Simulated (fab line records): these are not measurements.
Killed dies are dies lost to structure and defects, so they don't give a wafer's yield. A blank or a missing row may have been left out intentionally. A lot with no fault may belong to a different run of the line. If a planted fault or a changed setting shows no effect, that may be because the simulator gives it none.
2 desks, one fault	flow gf180mcu	numbers are kept per desk, each desk with only its own; the story behind them comes last

== THE TOOL OWNER'S DESK: litho-track-02 ==
The tool's own readings at GF_CONTACT_DEVELOP_13 (develop time 60 s): means of the sampled wafers that have a number, for each lot that ran on this tool. A lot is out of limits, marked OUT, if its mean lies more than 4 standard deviations from the usual mean; the brackets give that distance.
Columns: A = chill-plate-temp-C at GF_CONTACT_DEVELOP_13, usual 22.99 C; B = developer-temp-C at GF_CONTACT_DEVELOP_13, usual 21.00 C
lot	first seen here	A	B
L606	day 16 16:42	22.89	21.00
L607	day 17 01:54	22.96	21.09
L609	day 18 03:30	23.06	21.00
L616	day 20 12:24	22.90	20.98
L617	day 20 22:09	23.17	20.96
L619	day 21 13:36	22.95	21.74 (+6.8) OUT
L623	day 22 22:03	22.96	21.90 (+8.2) OUT
This desk's finding: out of limits on L619, L623; first on L619, day 21 13:36 (developer-temp-C at GF_CONTACT_DEVELOP_13). Within limits: L606, L607, L609, L616, L617.

== AT THE METROLOGY DESK ==
Means of the sampled wafers that have a number, per lot and without regard to the tool the lot ran on: this is what the gauges read. A lot is out of limits, marked OUT, if its mean lies more than 4 standard deviations from the usual mean; the brackets give that distance.
Columns: A = cd-nm at GF_SAB_CD_MEAS_09, usual 419.8 nm
lot	first seen here	A
L605	day 15 08:56	422.0
L606	day 15 16:52	418.7
L607	day 16 02:01	417.5
L609	day 17 03:03	419.9
L611	day 17 18:41	418.2
L612	day 17 23:25	420.6
L613	day 18 11:07	421.8
L615	day 19 03:30	416.9
L616	day 19 10:09	419.1
L617	day 19 20:03	422.0
L618	day 20 03:54	416.9
L619	day 20 11:45	421.8
L620	day 20 19:24	425.5
L623	day 21 21:36	419.4
This desk's verdict: no lot among the 14 shows anything out of limits.

== TAKEN TOGETHER ==
At day 21 13:36, on L619, L623, the tool owner's desk was in a position to raise an alarm.
The metrology desk saw nothing out of limits.
The metrology desk holds a record of L619, L623, inside its limits.
All the named lots went through GF_CONTACT_DEVELOP_13 on litho-track-02.

== WHAT HAD BEEN PUT IN BY THE SIMULATOR ==
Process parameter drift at GF_CONTACT_DEVELOP_13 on litho-track-02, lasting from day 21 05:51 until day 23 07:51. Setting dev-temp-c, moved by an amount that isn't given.
Lots struck among those shown: L619, L623.
Delay in hours, fault start to first out-of-limits reading, by desk: the tool owner's desk at 8.
